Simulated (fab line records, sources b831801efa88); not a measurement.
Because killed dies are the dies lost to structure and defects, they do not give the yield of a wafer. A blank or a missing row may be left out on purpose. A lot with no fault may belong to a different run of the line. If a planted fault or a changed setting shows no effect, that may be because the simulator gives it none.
The tool behind it: which one? -- flow sfqLine -- 14 lots (42 wafers sampled), 1 step of a 325-step route

== WHAT EACH GAUGE READ, for each wafer ==
SFQ_INCOMING_BOW_MEAS_900. Usual: INCOMING_BOW typically reads 0 um, with standard deviation 6.5.
lot,measured,on,INCOMING_BOW (um),flag
L966,day 1 10:02,filmMetro-03,-7 10 1,
L967,day 1 15:01,filmMetro-04,0 -9 4,
L968,day 1 20:00,filmMetro-01,-3 20 0,
L970,day 2 06:00,filmMetro-03,1 0 4,
L971,day 2 11:00,filmMetro-04,3 2 -7,
L972,day 2 16:01,filmMetro-03,-3 8 2,
L975,day 3 07:01,filmMetro-04,1 -6 -12,
L976,day 3 12:00,filmMetro-03,1 -5 -1,
L978,day 3 22:01,filmMetro-01,-1 -5 -7,
L981,day 4 13:02,filmMetro-04,3 -6 4,
L983,day 4 23:02,filmMetro-04,-3 0 4,
L985,day 5 09:00,filmMetro-04,-5 -7 0,
L987,day 5 19:00,filmMetro-03,-7 -4 -2,
L988,day 6 00:00,filmMetro-03,-4 -2 -6,

== TOOL THAT RAN EACH LOT (tool first, then ch and the chambers of the sampled wafers, then the start) ==
The record shows no process step preceding these readings.

== AS READ BY THE TOOLS THEMSELVES (means over the sampled wafers that have a number; for cases with no such wafer, the mark the record gives instead) ==
The record holds no such reading with a usual standard deviation.

== THE ANSWER, worked out from the rows above alone ==
Rule: a lot counts as off when the mean over its wafers that have a number is more than 3 standard deviations away from the usual mean. A lot without any number at a reading at which 4 lots or more have one is off too. Where the step has rows for the other lots, those lots are counted as sound. After the gauges, taken in route order, come the tools' own readings; for these a lot's mean is taken, as printed above. At the first step where some lot is off, the reading lying furthest off is the one used; lots without a number count as furthest.
Across all readings shown, no lot is off: no conclusion can be drawn from this.

== WHAT THE SIMULATOR PUT IN ==
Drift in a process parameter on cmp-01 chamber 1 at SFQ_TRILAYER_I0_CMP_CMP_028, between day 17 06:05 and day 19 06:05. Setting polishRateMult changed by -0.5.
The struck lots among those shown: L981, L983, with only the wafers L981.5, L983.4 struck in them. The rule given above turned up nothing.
